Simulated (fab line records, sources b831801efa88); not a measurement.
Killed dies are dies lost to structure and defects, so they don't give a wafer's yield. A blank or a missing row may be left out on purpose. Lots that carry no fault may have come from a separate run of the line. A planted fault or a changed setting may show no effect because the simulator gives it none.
Matching of chambers | flow gf180mcu | GF_V5_ETCH_16 on rie_diel-03 has 4 sister chambers
The step etches BARC in N2/H2. 14 wafers are shown with their chamber, then 7 later ones without.

## WAFERS WITH THEIR CHAMBER
wafer  | chamber | chamber_pressure_mTorr (mTorr) | oes_product_au (a.u.) | throttle_valve_pct (%)
L697.1 | 1       | 29.993                         | 0.861                 | 13.226
L697.3 | 3       | 29.966                         | 0.850                 | 13.240
L697.4 | 2       | 29.985                         | 0.869                 | 13.218
L699.1 | 3       | 29.963                         | 0.854                 | 13.223
L699.2 | 0       | 30.031                         | 0.852                 | 13.222
L699.5 | 2       | 29.981                         | 0.861                 | 13.214
L700.1 | 2       | 29.997                         | 0.862                 | 13.238
L700.2 | 3       | 29.974                         | 0.858                 | 13.217
L700.6 | 3       | 29.990                         | 0.853                 | 13.227
L713.1 | 2       | 30.016                         | 0.856                 | 13.231
L713.2 | 1       | 30.003                         | 0.860                 | 13.208
L713.6 | 1       | 29.999                         | 0.853                 | 13.218
L714.2 | 2       | 29.996                         | 0.853                 | 13.216
L714.3 | 3       | 29.960                         | 0.856                 | 13.227

SIGNATURES (means of the wafers above)
reading                | chamber 0 | chamber 1 | chamber 2 | chamber 3 | scatter within a chamber
chamber_pressure_mTorr | 30.03100  | 29.99833  | 29.99500  | 29.97060  | 0.0117
oes_product_au         | 0.85200   | 0.85800   | 0.86020   | 0.85420   | 0.00475
throttle_valve_pct     | 13.22200  | 13.21733  | 13.22340  | 13.22680  | 0.00944
Rule: a wafer lies at a distance from a chamber equal to the root of the sum of squares, over the readings, of (its reading less the chamber's mean, divided by the reading's scatter). The wafer belongs to the nearest chamber; if the next one is less than 2 further off, it can't be placed. How the scatter is found: for the shown wafers, subtract from each reading the mean of its chamber, square and add these, divide the total by (wafers less chambers), then take the root.

## WAFERS WITH NO CHAMBER GIVEN
wafer  | chamber_pressure_mTorr (mTorr) | oes_product_au (a.u.) | throttle_valve_pct (%)
L714.4 | 29.987                         | 0.858                 | 13.230
L715.4 | 29.965                         | 0.855                 | 13.221
L715.5 | 30.048                         | 0.855                 | 13.211
L715.6 | 29.967                         | 0.854                 | 13.227
L717.1 | 29.998                         | 0.857                 | 13.213
L717.4 | 29.968                         | 0.855                 | 13.230
L717.5 | 29.974                         | 0.851                 | 13.231

## WHICH CHAMBER EACH ONE RAN IN
wafer  | from the rows above          | in truth
L714.4 | can't be placed: 2 or 3 or 1 | 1
L715.4 | 3                            | 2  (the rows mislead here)
L715.5 | 0                            | 0
L715.6 | 3                            | 3
L717.1 | can't be placed: 1 or 2      | 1
L717.4 | 3                            | 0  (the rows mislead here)
L717.5 | can't be placed: 3 or 2      | 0
Placed correctly: 2 of 7. From these rows, 3 cannot be placed; in 2 the true chamber is one of the candidates. Number placed wrongly: 2.
